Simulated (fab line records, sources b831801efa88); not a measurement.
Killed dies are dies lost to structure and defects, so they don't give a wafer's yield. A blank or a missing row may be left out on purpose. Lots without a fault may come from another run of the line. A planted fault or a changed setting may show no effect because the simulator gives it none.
fab line records | flow sky130
record lots=7 wafers=21 last_day=50
route steps=708 shown LDD_HVP@286 LDD_LDN@289 PAD_OPEN@708
lots that met no fault: from a run of the same line without faults
start_h: hours from the record's first day to the start of the lot's first wafer shown | wait_h: hours since the lot's step before | " the same as in the row above | L1.1+2: a row that stands for several wafers | - no value, or no start given | * or withheld: withheld | < > ~ a bound
route shown NAME@n: a module of which the file shows steps, and the number in the route of the first | usual: mean/standard deviation of fault-free wafers | same: alike in all rows | chamber/n: place in a boat | sites: the reading at each site | _std_site: their standard deviation | _edge_site: outer sites' mean less inner sites' | radius_mm: how far each site lies from the wafer's centre | mask NAME#n: copy n | behind: the tool/chamber that last shaped the wafer | hold: why the lot was held/for how many hours/how that ended | device: the transistor (n, p or np) that didn't switch | end of line: the same wafers' tests at the end of the route | a step without rows: its recipe alone | killed: dies lost to structure and defects at the first sort, not the wafer's yield | map: a wafer's dies, x killed, . not, _ none there
set.NAME: the setting as run; set.NAME@STEP: as run at that earlier step | model.NAME: the simulator's own value behind a step, which no gauge read
lots at some steps of the route; a table a step, a row a wafer
services: from which hour (start_h, from the record's first day; less than 0 if before it) a tool's chamber was out of use, for how many hours, and why
## steps
# step SKY_LDD_HVP_IMPLANT_08
# recipe species=B energy_kev=20 dose_cm2=1.7e+13 tilt_deg=17.9
# step SKY_LDD_HVP_STRIP_09
# recipe chemistry=O2/N2 power_w=1400 pressure_mtorr=1500 platen_temp_c=withheld o2_flow_sccm=3000 n2_flow_sccm=300 overash_fraction=0.5
# usual drypump_motor_current_A=5.7/0.53 oes_product_au=0.409/0.0045 strip_time_to_endpoint_s=4.138/0.015
# same overash_fraction=0.5
# columns lot.wafer tool chamber start_h wait_h drypump_motor_current_A oes_product_au rf_hours_counter_h strip_time_to_endpoint_s
L591.1 plasma_asher-03 0 603.27 0.1 6.5 0.417 92 4.142
L591.4 " 1 " " 5.9 0.413 - 4.145
L591.5 " 1 " " 5.9 0.408 - 4.148
L592.1 plasma_asher-04 0 617.32 0.1 5.2 0.414 77 4.130
L592.3 " 1 " " 5.1 0.406 - 4.143
L592.4 " 0 " " 5.2 0.410 - 4.129
L593.2 plasma_asher-04 1 625.02 0.1 5.1 0.408 78 4.133
L593.5 " 1 " " 5.1 0.406 - 4.153
L593.6 " 0 " " 5.2 0.410 - 4.128
L598.1 plasma_asher-01 1 661.32 0.1 5.4 0.412 51 4.147
L598.4 " 1 " " 5.3 0.415 - 4.145
L598.6 " 1 " " 5.4 0.408 - 4.149
L599.3 plasma_asher-04 0 668.70 0.1 5.2 0.410 - 4.142
L599.5 " 0 " " 5.2 0.407 - 4.128
L599.6 " 1 " " 5.1 0.404 - 4.129
L600.1 plasma_asher-01 1 675.52 0.1 5.4 0.408 53 4.127
L600.2 " 0 " " 5.2 0.407 53 4.123
L600.3 " 0 " " 5.2 0.426 - 4.123
L602.2 plasma_asher-03 1 696.77 0.1 5.9 0.410 101 4.153
L602.3 " 0 " " 6.5 0.407 - 4.156
L602.6 " 1 " " 5.9 0.403 - 4.148
# step SKY_LDD_HVP_TW_MEAS_10
# usual LDD_HVP_TW=462/3.1
# columns lot.wafer tool chamber start_h wait_h LDD_HVP_TW
L591.1 film_metro-03 - 603.37 0.1 464
L591.4 " - " " 465
L591.5 " - " " 462
L592.1 film_metro-04 - 617.42 0.1 456
L592.3 " - " " 459
L592.4 " - " " 458
L593.2 film_metro-03 - 625.13 0.1 460
L593.5 " - " " 457
L593.6 " - " " 459
L598.1 film_metro-03 - 661.42 0.1 461
L598.4 " - " " 459
L598.6 " - " " 462
L599.3 film_metro-04 - 668.79 0.1 457
L599.5 " - " " 458
L599.6 " - " " 457
L600.1 film_metro-01 - 675.62 0.1 465
L600.2 " - " " 464
L600.3 " - " " 466
L602.2 film_metro-01 - 696.88 0.1 463
L602.3 " - " " 464
L602.6 " - " " 460
# step SKY_LDD_LDN_DEHYDRATE_00
# recipe temp_c=200 time_s=60
# step SKY_LDD_LDN_HMDS_01
# recipe prime_time_s=60 prime_temp_c=120
# step SKY_LDD_LDN_COAT_02
# recipe resist=NOVOLAK spin_rpm=3000 resist_thk_nm=1140
# step SKY_LDD_LDN_SOFTBAKE_03
# recipe temp_c=90 time_s=60 resist=NOVOLAK
# step SKY_LDD_LDN_EXPOSE_04
# recipe mask_id=LDNTM na=0.6 source_shape=conventional sigma_outer=0.6 polarization=unpolarized target_cd_nm=700 dose_mj=140
# step SKY_LDD_LDN_PEB_05
# recipe temp_c=withheld time_s=* resist=NOVOLAK
# step SKY_LDD_LDN_DEVELOP_06
# recipe resist=NOVOLAK developer=TMAH develop_time_s=60 dev_temp_c=23
# step SKY_LDD_LDN_OVL_MEAS_07
# usual LDD_LDN_OVL=0.8/1.5
# columns lot.wafer tool chamber start_h wait_h LDD_LDN_OVL[nm]
L591.1 overlay-01 - 632.50 0.1 -1.5
L591.4 " - " " 0.8
L591.5 " - " " -0.1
L592.1 overlay-02 - 646.55 0.1 2.9
L592.3 " - " " 1.1
L592.4 " - " " 3.5
L593.2 overlay-02 - 653.76 0.1 2.6
L593.5 " - " " 1.4
L593.6 " - " " 1.5
L598.1 overlay-01 - 689.19 0.1 1.2
L598.4 " - " " -0.1
L598.6 " - " " 0.2
L599.3 overlay-01 - 697.20 0.1 0.2
L599.5 " - " " 0.6
L599.6 " - " " 0.0
L600.1 overlay-02 - 704.10 0.1 0.6
L600.2 " - " " 1.0
L600.3 " - " " 1.1
L602.2 overlay-01 - 724.44 0.1 1.2
L602.3 " - " " -0.5
L602.6 " - " " 1.9
# step SKY_LDD_LDN_IMPLANT_08
# recipe species=As energy_kev=15 dose_cm2=1.25e+13 tilt_deg=withheld rotation_deg=23
# step SKY_LDD_LDN_IMPLANT_09
# recipe species=As energy_kev=15 dose_cm2=1.25e+13 tilt_deg=withheld rotation_deg=113
# columns lot.wafer tool chamber start_h wait_h
L591.1+4+5 implanter-04 0 632.69 0.1
L592.1+3+4 implanter-03 0 646.74 0.1
L593.2+5+6 implanter-02 0 653.96 0.1
L593.2+5+6 implanter-02 0 654.28 0.3
L598.1+4+6 implanter-04 0 689.37 0.1
L598.1+4+6 implanter-04 0 689.69 0.3
L599.3+5+6 implanter-02 0 697.42 0.1
L600.1+2+3 implanter-02 0 704.29 0.1
L600.1+2+3 implanter-02 0 704.60 0.3
L602.2+3+6 implanter-03 0 724.65 0.1
# step SKY_LDD_LDN_IMPLANT_10
# recipe species=As energy_kev=15 dose_cm2=1.25e+13 tilt_deg=withheld rotation_deg=203
# step SKY_LDD_LDN_IMPLANT_11
# recipe species=As energy_kev=15 dose_cm2=1.25e+13 tilt_deg=withheld rotation_deg=293
# step SKY_LDD_LDN_STRIP_12
# recipe chemistry=O2/N2 power_w=1400 pressure_mtorr=1500 platen_temp_c=withheld o2_flow_sccm=3000 n2_flow_sccm=300 overash_fraction=0.5
# usual drypump_motor_current_A=5.7/0.5 oes_product_au=0.716/0.0051 strip_time_to_endpoint_s=14.20/0.037
# same overash_fraction=0.5
# columns lot.wafer tool chamber start_h wait_h drypump_motor_current_A oes_product_au rf_hours_counter_h strip_time_to_endpoint_s
L591.1 plasma_asher-03 1 633.14 0.1 5.9 0.723 95 14.20
L591.4 " 1 " " 5.9 0.718 - 14.18
L591.5 " 1 " " 5.9 0.716 - 14.17
L592.1 plasma_asher-03 0 647.19 0.1 6.5 0.721 96 14.24
L592.3 " 0 " " 6.6 0.714 - 14.24
L592.4 " 1 " " 5.9 0.715 - 14.18
L593.2 plasma_asher-03 1 654.70 0.1 5.9 0.716 97 14.19
L593.5 " 1 " " 5.9 0.715 - 14.24
L593.6 " 0 " " 6.5 0.706 - 14.24
L598.1 plasma_asher-04 0 690.14 0.1 5.2 0.716 84 14.25
L598.4 " 0 " " 5.2 0.714 - 14.21
L598.6 " 1 " " 5.1 0.719 - 14.26
L599.3 plasma_asher-02 0 697.86 0.1 5.9 0.713 - 14.19
L599.5 " 0 " " 5.9 0.727 - 14.19
L599.6 " 1 " " 6.0 0.711 - 14.17
L600.1 plasma_asher-03 1 705.05 0.1 5.9 0.719 102 14.18
L600.2 " 0 " " 6.5 0.719 102 14.21
L600.3 " 1 " " 5.9 0.721 - 14.16
L602.2 plasma_asher-04 1 725.07 0.1 5.1 0.714 87 14.22
L602.3 " 1 " " 5.1 0.720 - 14.22
L602.6 " 0 " " 5.2 0.723 - 14.24
# step SKY_LDD_LDN_TW_MEAS_13
# usual LDD_LDN_TW=1490/14
# columns lot.wafer tool chamber start_h wait_h LDD_LDN_TW
L591.1 film_metro-01 - 633.24 0.1 1505
L591.4 " - " " 1503
L591.5 " - " " 1499
L592.1 film_metro-02 - 647.29 0.1 1472
L592.3 " - " " 1472
L592.4 " - " " 1462
L593.2 film_metro-02 - 654.81 0.1 1568
L593.5 " - " " 1574
L593.6 " - " " 1571
L598.1 film_metro-04 - 690.24 0.1 1582
L598.4 " - " " 1586
L598.6 " - " " 1575
L599.3 film_metro-01 - 697.94 0.1 1493
L599.5 " - " " 1505
L599.6 " - " " 1495
L600.1 film_metro-01 - 705.15 0.1 1595
L600.2 " - " " 1603
L600.3 " - " " 1601
L602.2 film_metro-01 - 725.18 0.1 1492
L602.3 " - " " 1494
L602.6 " - " " 1501
# step SKY_LDD_LDN_CLEAN_14
# recipe chemistry=SC1/SC2 mix=1:4:20 temp_c=70 time_s=150 dry=n2_spin
# step SKY_PAD_OPEN_PROBE_99
# usual killed_at_M0_to_M3=44/7 killed_at_M4_up=3.2/1.8 killed_at_contacts=24/5.1 killed_at_front_end=15/4.3 killed_at_other=0.3/0.5 killed_dies=86/9.6 killed_open=48/7.1 killed_short=38/6.7
# same gross_dies=492 killed_at_back_side=0
# columns lot.wafer tool chamber start_h wait_h killed_at_M0_to_M3 killed_at_M4_up killed_at_contacts killed_at_front_end killed_at_other killed_dies killed_open killed_short model.etest.tip_sonos.rs_ohm_sq
L591.1 prober-01 - 1148.95 0.1 50 3 26 11 1 91 46 43 2779
L591.4 prober-01 - 1149.10 0.2 41 3 21 18 0 83 42 38 2782
L591.5 prober-01 - 1149.15 0.2 51 3 28 19 0 101 53 47 2782
L592.1 prober-02 - 1159.36 0.1 39 2 30 17 0 88 46 42 2568
L592.3 prober-02 - 1159.46 0.2 35 4 25 12 0 76 46 30 2545
L592.4 prober-02 - 1159.51 0.2 38 5 31 24 0 98 53 45 2654
L593.2 prober-02 - 1164.10 0.1 37 0 21 21 0 79 39 37 2190
L593.5 prober-02 - 1164.25 0.2 38 2 30 8 1 79 43 35 2182
L593.6 prober-02 - 1164.30 0.2 48 4 15 16 1 84 43 39 2172
L598.1 prober-02 - 1183.74 0.1 48 3 30 13 0 94 51 43 2382
L598.4 prober-02 - 1183.89 0.2 54 5 31 17 0 107 61 46 2368
L598.6 prober-02 - 1183.99 0.2 52 5 22 14 0 93 49 44 2423
L599.3 prober-01 - 1186.60 0.2 32 4 37 18 0 91 52 39 2610
L599.5 prober-01 - 1186.70 0.2 37 4 27 8 1 77 43 34 2570
L599.6 prober-01 - 1186.75 0.2 51 1 24 13 0 89 48 41 2616
L600.1 prober-02 - 1193.20 0.1 43 3 31 10 0 87 50 36 2313
L600.2 prober-02 - 1193.25 0.1 51 3 28 17 1 100 47 51 2344
L600.3 prober-02 - 1193.30 0.2 53 5 21 12 0 91 53 38 2321
L602.2 prober-02 - 1203.20 0.1 44 4 26 10 0 84 57 27 2633
L602.3 prober-02 - 1203.25 0.2 33 6 30 14 1 84 45 39 2598
L602.6 prober-02 - 1203.40 0.2 49 6 27 21 0 103 60 43 2562
# killed by level:class
L591.1 LI_CONTACT:geometric_particle:open=11 METAL2:geometric_particle:short=9 METAL1:geometric_particle:short=8 VIA1:geometric_particle:open=8 VIA3:geometric_particle:open=8 CONTACT:geometric_particle:open=7 VIA1:geometric_particle:short=7 LOCAL_INTERCONNECT:geometric_particle:short=4
L591.4 VIA3:geometric_particle:open=8 METAL2:geometric_particle:short=8 CONTACT:geometric_particle:open=7 FIELD_ISO:geometric_particle:open=5 CONTACT:geometric_particle:short=5 VIA2:geometric_particle:open=5 METAL1:geometric_particle:short=4 VIA1:geometric_particle:short=4
L591.5 VIA1:geometric_particle:open=14 LI_CONTACT:geometric_particle:open=10 CONTACT:geometric_particle:open=9 METAL2:geometric_particle:short=7 VIA2:geometric_particle:open=6 VIA1:geometric_particle:short=6 FIELD_ISO:geometric_particle:open=5 FIELD_ISO:geometric_particle:short=5
L592.1 VIA1:geometric_particle:open=9 LI_CONTACT:geometric_particle:open=9 LI_CONTACT:geometric_particle:short=6 CONTACT:geometric_particle:open=6 FIELD_ISO:geometric_particle:open=5 METAL2:geometric_particle:short=5 POLY_GATE:geometric_particle:open=5 VIA1:geometric_particle:short=5
L592.3 LI_CONTACT:geometric_particle:open=9 VIA1:geometric_particle:open=8 CONTACT:geometric_particle:open=7 METAL1:geometric_particle:short=5 METAL2:geometric_particle:short=5 VIA2:geometric_particle:open=5 VIA3:geometric_particle:open=5 POLY_GATE:geometric_particle:open=4
L592.4 CONTACT:geometric_particle:open=10 LI_CONTACT:geometric_particle:open=9 POLY_GATE:geometric_particle:short=6 METAL1:geometric_particle:short=6 VIA2:geometric_particle:open=6 FIELD_ISO:geometric_particle:open=5 CONTACT:geometric_particle:short=5 VIA2:geometric_particle:short=4
L593.2 FIELD_ISO:geometric_particle:short=10 VIA3:geometric_particle:open=8 LI_CONTACT:geometric_particle:open=7 CONTACT:geometric_particle:open=6 VIA1:geometric_particle:short=6 FIELD_ISO:geometric_particle:open=5 VIA1:geometric_particle:open=5 CONTACT:geometric_particle:short=4
L593.5 LI_CONTACT:geometric_particle:open=9 CONTACT:geometric_particle:open=9 METAL1:geometric_particle:short=9 VIA3:geometric_particle:open=8 VIA2:geometric_particle:open=6 CONTACT:geometric_particle:short=5 METAL2:geometric_particle:short=4 LOCAL_INTERCONNECT:geometric_particle:short=3
L593.6 METAL2:geometric_particle:short=12 VIA1:geometric_particle:open=9 METAL1:geometric_particle:short=6 VIA3:geometric_particle:open=6 POLY_GATE:geometric_particle:open=5 LI_CONTACT:geometric_particle:open=5 VIA3:geometric_particle:short=5 FIELD_ISO:geometric_particle:open=4
L598.1 VIA2:geometric_particle:open=10 LI_CONTACT:geometric_particle:open=9 CONTACT:geometric_particle:open=8 FIELD_ISO:geometric_particle:short=7 LOCAL_INTERCONNECT:geometric_particle:short=7 VIA3:geometric_particle:open=7 VIA1:geometric_particle:short=5 METAL1:geometric_particle:short=5
L598.4 VIA1:geometric_particle:open=11 VIA2:geometric_particle:open=10 LI_CONTACT:geometric_particle:open=9 CONTACT:geometric_particle:open=8 VIA3:geometric_particle:short=8 VIA3:geometric_particle:open=7 FIELD_ISO:geometric_particle:open=6 LI_CONTACT:geometric_particle:short=6
L598.6 VIA1:geometric_particle:open=10 VIA3:geometric_particle:open=9 LI_CONTACT:geometric_particle:open=7 METAL1:geometric_particle:short=7 LOCAL_INTERCONNECT:geometric_particle:short=6 VIA2:geometric_particle:open=6 CONTACT:geometric_particle:open=5 VIA3:geometric_particle:short=5
L599.3 LI_CONTACT:geometric_particle:open=13 CONTACT:geometric_particle:open=8 VIA1:geometric_particle:open=8 LOCAL_INTERCONNECT:geometric_particle:short=7 VIA3:geometric_particle:open=7 CONTACT:geometric_particle:short=6 FIELD_ISO:geometric_particle:open=4 POLY_GATE:geometric_particle:open=4
L599.5 VIA1:geometric_particle:open=11 LI_CONTACT:geometric_particle:open=8 CONTACT:geometric_particle:open=8 METAL2:geometric_particle:short=8 LOCAL_INTERCONNECT:geometric_particle:short=5 VIA2:geometric_particle:open=4 VIA3:geometric_particle:open=4 METAL4:geometric_particle:short=4
L599.6 VIA2:geometric_particle:open=11 CONTACT:geometric_particle:open=8 VIA1:geometric_particle:open=7 VIA3:geometric_particle:open=7 CONTACT:geometric_particle:short=6 VIA2:geometric_particle:short=6 LOCAL_INTERCONNECT:geometric_particle:short=5 METAL2:geometric_particle:short=5
L600.1 CONTACT:geometric_particle:open=15 VIA2:geometric_particle:open=13 LI_CONTACT:geometric_particle:open=6 VIA1:geometric_particle:open=6 METAL2:geometric_particle:short=5 CONTACT:geometric_particle:short=5 VIA2:geometric_particle:short=4 METAL1:geometric_particle:short=3
L600.2 CONTACT:geometric_particle:open=10 POLY_GATE:geometric_particle:open=8 VIA1:geometric_particle:short=7 VIA1:geometric_particle:open=7 METAL2:geometric_particle:short=7 CONTACT:geometric_particle:short=6 VIA2:geometric_particle:open=6 VIA3:geometric_particle:open=6
L600.3 VIA1:geometric_particle:open=13 VIA2:geometric_particle:open=11 CONTACT:geometric_particle:open=10 METAL2:geometric_particle:short=6 VIA2:geometric_particle:short=6 VIA3:geometric_particle:open=6 FIELD_ISO:geometric_particle:short=5 CONTACT:geometric_particle:short=4
L602.2 LI_CONTACT:geometric_particle:open=11 VIA2:geometric_particle:open=11 CONTACT:geometric_particle:open=8 VIA1:geometric_particle:open=7 METAL2:geometric_particle:open=5 VIA3:geometric_particle:open=5 METAL2:geometric_particle:short=4 VIA2:geometric_particle:short=4
L602.3 POLY_GATE:geometric_particle:open=8 LI_CONTACT:geometric_particle:open=8 LOCAL_INTERCONNECT:geometric_particle:short=8 VIA2:geometric_particle:open=7 VIA1:geometric_particle:open=7 CONTACT:geometric_particle:open=6 METAL4:geometric_particle:short=6 METAL1:geometric_particle:short=4
L602.6 CONTACT:geometric_particle:open=15 VIA1:geometric_particle:open=10 VIA3:geometric_particle:open=9 METAL1:geometric_particle:short=7 VIA2:geometric_particle:open=7 POLY_GATE:geometric_particle:open=6 LI_CONTACT:geometric_particle:open=6 POLY_GATE:geometric_particle:short=4
## services
# columns tool chamber start_h hours kind
implanter-02 - 587.14 2.0 repair
plasma_asher-03 - 591.78 4.2 repair
implanter-04 - 656.48 0.6 repair
plasma_asher-04 - 681.56 2.1 repair
## key
first_sign step=SKY_LDD_LDN_IMPLANT_09 reading=visit direction=added
effect step=SKY_LDD_LDN_TW_MEAS_13 reading=LDD_LDN_TW direction=up sigmas=6.8 usual=1490 struck=1584
model_effect step=SKY_PAD_OPEN_PROBE_99 value=etest.tip_sonos.rs_ohm_sq without=2623 struck=2300
met_at SKY_LDD_LDN_IMPLANT_09
struck_wafers L593.2,L593.5,L593.6,L598.1,L598.4,L598.6,L600.1,L600.2,L600.3
tester_left_out L593,L598,L600
fault kind=repeated_step_whole tool=implanter-02,implanter-03,implanter-04 chamber=- onset_h=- steps=SKY_LDD_LDN_IMPLANT_09 times=1 scope=struck_lots_only
# tester_left_out: of these lots the tester's yield and bins aren't shown, on N5 and GAA mostly nor the transistor test; their killed dies are dies lost to structure and defects alone, not to doping, threshold or leakage, so they don't give the yield
